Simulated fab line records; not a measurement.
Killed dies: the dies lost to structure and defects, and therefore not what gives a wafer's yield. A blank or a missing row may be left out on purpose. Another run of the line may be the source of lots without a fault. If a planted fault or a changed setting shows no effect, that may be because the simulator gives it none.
A lot that was struck, set against a sound lot :: flow gf180mcu :: 15 out of 602 route steps
Sound: these wafers, L579.4, L579.5, L579.6. The struck wafers were L582.2, L582.3, L582.4. At the end, the cause is stated.
Order at every step that has rows: each side's tool, ch and its chambers, its first start. Under that, the readings that differ: sound wafers :: struck wafers :: difference of the means :: sigmas: that difference in standard deviations of wafers without a fault.
alike: readings with means less than 2 such deviations apart, plus words and numbers identical on both sides. not compared: withheld readings, readings lacking a value on some wafer, bounds such as >300 that could conceal the same value, and numbers that have no deviation in the record and whose values overlap.
A row with sigmas, a row that says differs or no value, or rows on one side alone: a step with any of these is where the two part. Numbers that have no deviation but don't overlap get no sigmas and don't part them. Lack of a reading on every wafer of one side parts them only where that side has two or more wafers.

first, 6 steps without rows for these wafers: GF_TOP_METAL_HMDS_08 (prime time 60 s); GF_TOP_METAL_COAT_09 (resist thk 1500 nm); GF_TOP_METAL_SOFTBAKE_10 (time 60 s); GF_TOP_METAL_EXPOSE_11 (exposes mask MetalTop, target cd 440 nm); GF_TOP_METAL_PEB_12; GF_TOP_METAL_DEVELOP_13 (develop time 60 s).
GF_TOP_METAL_CD_MEAS_14 targets a cd of 440 nm.
  sound on cd sem-02, day 29 12:06; struck on cd sem-02, day 30 05:51
  alike: cd nm
GF_TOP_METAL_OVL_MEAS_15:
  sound on overlay-01, day 29 12:11; struck on overlay-02, day 30 05:57
  alike: TOP_METAL_OVL
GF_TOP_METAL_METAL_ETCH_16: etches the open film in Cl2/BCl3, stops on SiO2, target depth 1197 nm, time 199.5 s.
  sound on rie metal-01 ch 0,1, day 29 12:16; struck on rie metal-02 ch 0,1, day 30 05:59
reading: oes product au (a.u.)
sound: 0.978 0.977 0.984
struck: 0.997 1.002 0.987
difference: +0.016
sigmas: +2

reading: throttle valve pct (%)
sound: 28.240 28.256 28.249
struck: 28.218 28.227 28.220
difference: -0.027
sigmas: -3
  alike: drypump motor current A, rf fwd power W
  not compared: rf hours counter h
GF_TOP_METAL_STRIP_17: strips in O2/N2.
  sound on plasma asher-03 ch 0,1, day 29 12:25; struck on plasma asher-01 ch 0,1, day 30 06:10
  alike: drypump motor current A, heater power w, n2 flow sccm, oes product au, strip time to endpoint s
  not compared: rf hours counter h
then, 2 steps without rows for these wafers: GF_TOP_METAL_STRIP_18 (strips in post etch residue remover, time 1200 s); GF_TOP_METAL_CLEAN_19 (cleans in DIW).
GF_PASSIVATION_CVD_00: deposits SiO2 from TEOS, target thk 1000 nm, time 111.95 s.
  sound on pecvd-04 ch 0,1,2, day 29 12:59; struck on pecvd-01 ch 0,2, day 30 06:44
reading: rf fwd power W (W)
sound: 597.1 599.5 600.8
struck: 690.8 694.2 694.3
difference: +94.0
sigmas: +49
  alike: heater power w
  not compared: model.SiO2_of_PASSIVATION_CVD_00.thk nm
GF_PASSIVATION_THK_MEAS_01:
  sound on film metro-02, day 29 13:04; struck on film metro-02, day 30 06:50
  alike: PASSIVATION_CVD_00_THK
following that, these wafers have no rows for 1 step: GF_PASSIVATION_PROBE_99.

## WHERE THEY PART
Earliest at GF_TOP_METAL_METAL_ETCH_16; latest, in this record, at GF_PASSIVATION_CVD_00. Later steps at which nothing parts them and some readings are alike: GF_PASSIVATION_THK_MEAS_01.

WHY: what the simulator had put in
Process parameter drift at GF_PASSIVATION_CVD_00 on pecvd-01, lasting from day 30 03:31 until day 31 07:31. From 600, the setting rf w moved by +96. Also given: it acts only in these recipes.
